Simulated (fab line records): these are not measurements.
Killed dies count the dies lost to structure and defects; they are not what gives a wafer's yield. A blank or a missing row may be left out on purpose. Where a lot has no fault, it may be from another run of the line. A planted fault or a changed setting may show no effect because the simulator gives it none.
What tool caused it? ; flow sfq line ; 8 lots, 24 wafers sampled, at 2 steps of a route of 325

WHAT THE GAUGES SHOWED, per wafer
SFQ_M0_RS_MEAS_904: a four-point-probe measurement.
lot;measured;on;M0_NB_RS (ohm/sq)
L979;day 5 18:02;film metro-04;0.894 0.903 0.900
L982;day 6 09:16;film metro-04;0.900 0.904 0.902
L984;day 6 16:22;film metro-03;0.742 0.746 0.745 0.741 0.745 0.747
L986;day 7 05:34;film metro-03;0.743 0.744 0.742 0.745 0.744 0.744
L988;day 7 13:57;film metro-03;0.894 0.891 0.898
L995;day 9 12:35;film metro-04;0.901 0.899 0.901
L998;day 10 07:45;film metro-04;0.892 0.894 0.894
L100;day 10 20:58;film metro-03;0.891 0.884 0.893

TOOL THAT RAN EACH LOT (tool first, then ch and the chambers of the sampled wafers, then the start)
lot;SFQ_TRILAYER_M0_DEP_SPUTTER_019
L979;pvd sputter-04, day 5 17:56
L982;pvd sputter-06, day 6 09:07
L984;pvd sputter-06, day 6 16:14
L986;pvd sputter-06, day 7 05:27
L988;pvd sputter-04, day 7 13:50
L995;pvd sputter-05, day 9 12:29
L998;pvd sputter-05, day 10 07:40
L100;pvd sputter-06, day 10 20:52
- SFQ_TRILAYER_M0_DEP_SPUTTER_019: material Nb, target thk 200 nm, time 133.3 s.

THE ANSWER, worked out from the rows above alone
Rule: what is usual is taken from the lots themselves. Put in order of their means at a reading, lots are off if they are a third of the lots or fewer, leave a main group of 4 or more, and stand apart from it by a gap of 3 or more times the standard deviation of the main group's means; of several such gaps the widest counts. If all means in a main group match to the digits the tables above print for the reading, that group is not used. A lot without any number at a reading at which 4 lots or more have one is off too. All remaining lots with rows at the step are treated as sound.
Off: L984, L986, seen at SFQ_M0_RS_MEAS_904 (M0_NB_RS). The main group: mean 0.896 ohm/sq, standard deviation 0.0044.
A tool fits if, at a process step before that reading, it ran every lot that is off, and no sound lot after the first of them. The gauges at SFQ_M0_RS_MEAS_904 are tried like those tools. No candidate that was tried fits.

WHAT WAS PUT IN BY THE SIMULATOR
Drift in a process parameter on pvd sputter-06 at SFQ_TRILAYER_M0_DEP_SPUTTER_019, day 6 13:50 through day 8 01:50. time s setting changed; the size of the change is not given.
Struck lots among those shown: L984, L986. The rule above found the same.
